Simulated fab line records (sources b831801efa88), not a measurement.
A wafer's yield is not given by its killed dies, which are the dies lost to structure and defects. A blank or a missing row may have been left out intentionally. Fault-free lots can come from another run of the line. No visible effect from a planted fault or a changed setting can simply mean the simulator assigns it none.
Which tool is to blame?	flow gf180mcu	Sampling: 15 lots, 45 wafers, 4 of 602 route steps

== WHAT EACH GAUGE READ, for each wafer ==
GF_M3_THK_MEAS_06: measures by xrf.
lot	measured	on	M3_ALCU_THK (nm)
L684	day 22 07:17	filmMetro-03	467 460 464
L685	day 22 21:37	filmMetro-03	461 458 455
L686	day 23 03:16	filmMetro-03	459 452 465
L687	day 23 07:12	filmMetro-03	460 460 459
L688	day 24 02:47	filmMetro-03	459 459 462
L689	day 24 03:26	filmMetro-04	468 465 458
L690	day 24 14:05	filmMetro-04	461 459 460
L692	day 25 04:16	filmMetro-03	465 457 461
L696	day 26 09:38	filmMetro-03	462 458 458
L700	day 27 13:52	filmMetro-01	467 460 466
L701	day 27 20:56	filmMetro-04	472 467 468
L702	day 28 02:31	filmMetro-03	452 460 459

== WHAT TOOL EACH LOT RAN ON (gives the tool, then ch and the chambers of the sampled wafers, and finally the start) ==
lot	GF_M2_METAL_ETCH_16	GF_M2_STRIP_17	GF_V2_SPUTTER_21
L684	rieMetal-01 ch 0,1, day 21 04:45	plasmaAsher-04 ch 0,1, day 21 04:51	pvdSputter-04, day 22 06:14
L685	rieMetal-01 ch 0,1, day 21 19:52	plasmaAsher-03 ch 0,1, day 21 19:58	pvdSputter-01, day 22 20:35
L686	rieMetal-02 ch 0,1, day 22 00:23	plasmaAsher-02 ch 0, day 22 00:29	pvdSputter-03, day 23 02:14
L687	rieMetal-02 ch 0,1, day 22 04:47	plasmaAsher-03 ch 0,1, day 22 04:54	pvdSputter-04, day 23 06:08
L688	rieMetal-02 ch 0,1, day 23 00:38	plasmaAsher-03 ch 0,1, day 23 00:44	pvdSputter-03, day 24 01:44
L689	rieMetal-04 ch 0,1, day 23 01:09	plasmaAsher-02 ch 0,1, day 23 01:15	pvdSputter-01, day 24 02:23
L690	rieMetal-01 ch 0,1, day 23 12:30	plasmaAsher-02 ch 0,1, day 23 12:36	pvdSputter-04, day 24 13:02
L692	rieMetal-02 ch 0, day 24 03:06	plasmaAsher-04 ch 0,1, day 24 03:17	pvdSputter-01, day 25 03:11
L693	rieMetal-01 ch 0,1, day 24 13:22	plasmaAsher-04 ch 0,1, day 24 13:28	pvdSputter-01, day 25 12:59
L694	rieMetal-04 ch 1, day 24 16:46	plasmaAsher-02 ch 0,1, day 24 16:59	pvdSputter-01, day 25 16:38
L695	rieMetal-02 ch 1, day 24 18:43	plasmaAsher-03 ch 0,1, day 24 18:56	pvdSputter-01, day 25 17:57
L696	rieMetal-02 ch 1, day 25 08:54	plasmaAsher-02 ch 0,1, day 25 09:08	pvdSputter-01, day 26 08:36
L700	rieMetal-01 ch 1, day 26 14:47	plasmaAsher-04 ch 0,1, day 26 14:53	pvdSputter-04, day 27 12:50
L701	rieMetal-01 ch 0,1, day 26 22:03	plasmaAsher-02 ch 0,1, day 26 22:10	pvdSputter-04, day 27 19:53
L702	rieMetal-04 ch 1, day 27 03:10	plasmaAsher-02 ch 0, day 27 03:16	pvdSputter-01, day 28 01:29
- GF_M2_METAL_ETCH_16: etches the open film in Cl2/BCl3, stops on SiO2, target depth 627.5 nm, time 99.59 s.
- GF_M2_STRIP_17: strips in O2/N2.
- GF_V2_SPUTTER_21: material Ti, target thk 15 nm, time 80.02 s.

== WHAT THE TOOLS THEMSELVES READ (means of the sampled wafers that have a number; where no wafer has one, the mark that the record gives instead) ==
GF_M2_METAL_ETCH_16.
lot	tool	biasW (W)	drypumpMotorCurrentA (A)	heBacksideLeakSccm (sccm)	oesProductAu (a.u.)	throttleValvePct (%)
L684	rieMetal-01	139.5	5.1	3.6	0.997	28.228
L685	rieMetal-01	140.2	5.4	3.5	0.997	28.224
L686	rieMetal-02	139.9	5.6	3.3	0.992	28.234
L687	rieMetal-02	140.3	5.4	3.6	0.996	28.230
L688	rieMetal-02	140.2	5.6	3.3	0.984	28.236
L689	rieMetal-04	140.3	5.7	3.3	0.986	28.232
L690	rieMetal-01	139.8	5.1	3.6	0.993	28.225
L692	rieMetal-02	140.0	5.3	3.6	0.996	28.226
L693	rieMetal-01	139.7	5.4	3.6	0.998	28.221
L694	rieMetal-04	140.0	5.2	3.3	0.994	28.226
L695	rieMetal-02	140.4	5.7	3.2	0.998	28.229
L696	rieMetal-02	139.9	5.7	3.3	0.990	28.234
L700	rieMetal-01	139.8	4.9	3.4	0.987	28.229
L701	rieMetal-01	140.1	5.1	3.4	0.994	28.226
L702	rieMetal-04	140.2	5.2	3.3	0.994	28.234

GF_M2_STRIP_17.
lot	tool	drypumpMotorCurrentA (A)	heaterPowerW (W)	oesProductAu (a.u.)	stripTimeToEndpointS (s)
L684	plasmaAsher-04	5.5	324	0.566	8.03
L685	plasmaAsher-03	5.7	300	0.563	7.98
L686	plasmaAsher-02	6.8	354	0.567	8.10
L687	plasmaAsher-03	5.7	303	0.563	8.06
L688	plasmaAsher-03	5.7	301	0.561	8.06
L689	plasmaAsher-02	6.7	359	0.559	8.00
L690	plasmaAsher-02	6.6	360	0.566	8.02
L692	plasmaAsher-04	5.6	325	0.563	8.00
L693	plasmaAsher-04	5.5	299	0.563	7.91
L694	plasmaAsher-02	6.6	360	0.566	8.00
L695	plasmaAsher-03	5.7	297	0.562	7.96
L696	plasmaAsher-02	6.6	357	0.565	7.99
L700	plasmaAsher-04	5.5	323	0.562	8.02
L701	plasmaAsher-02	6.6	353	0.563	7.98
L702	plasmaAsher-02	6.8	354	0.560	7.99

GF_V2_SPUTTER_21.
lot	tool	cathodeDcPowerW (W)	chamberPressurePa (Pa)	throttleValvePct (%)
L684	pvdSputter-04	2500.3	5.009	30.0
L685	pvdSputter-01	2500.4	4.991	28.8
L686	pvdSputter-03	2500.0	4.995	31.6
L687	pvdSputter-04	2499.6	5.007	30.2
L688	pvdSputter-03	2499.7	5.008	29.7
L689	pvdSputter-01	2500.1	5.000	28.9
L690	pvdSputter-04	2499.9	4.995	30.0
L692	pvdSputter-01	2500.1	5.001	29.2
L693	pvdSputter-01	-	-	-
L694	pvdSputter-01	-	-	-
L695	pvdSputter-01	-	-	-
L696	pvdSputter-01	2500.3	5.006	29.1
L700	pvdSputter-04	2500.6	5.004	30.1
L701	pvdSputter-04	2500.1	5.000	29.9
L702	pvdSputter-01	2499.7	4.999	29.8

== THE ANSWER, worked out from the rows above alone ==
Rule: what is usual is taken from the lots themselves. The widest of any qualifying gaps counts: lots, ordered by their means at a reading, are off when they make up no more than a third of the lots, leave a main group of 4 or more, and stand apart from it by 3 or more times the standard deviation of that group's means. A main group whose means are all the same, to the digits that the tables above print for the reading, isn't used. A lot without any number at a reading at which 4 lots or more have one is off too. All remaining lots with rows at the step are treated as sound. Order of review: gauges by route order, followed by the tools' own readings, for which a lot's mean as printed above is used. The first step at which some lot is off is used, and at that step the reading that is off furthest; a lot without a number counts as furthest.
Off at GF_V2_SPUTTER_21 (cathodeDcPowerW): L693, L694, L695. Without a number there: L693, L694, L695. For the main group the mean is 2500.1 W and the standard deviation 0.29.
If a tool, at that step or one of the process steps before it, ran each lot that is off and ran no sound lot following the first of them, it fits. Of those tried, none fits.

== WHAT THE SIMULATOR HAD INSERTED ==
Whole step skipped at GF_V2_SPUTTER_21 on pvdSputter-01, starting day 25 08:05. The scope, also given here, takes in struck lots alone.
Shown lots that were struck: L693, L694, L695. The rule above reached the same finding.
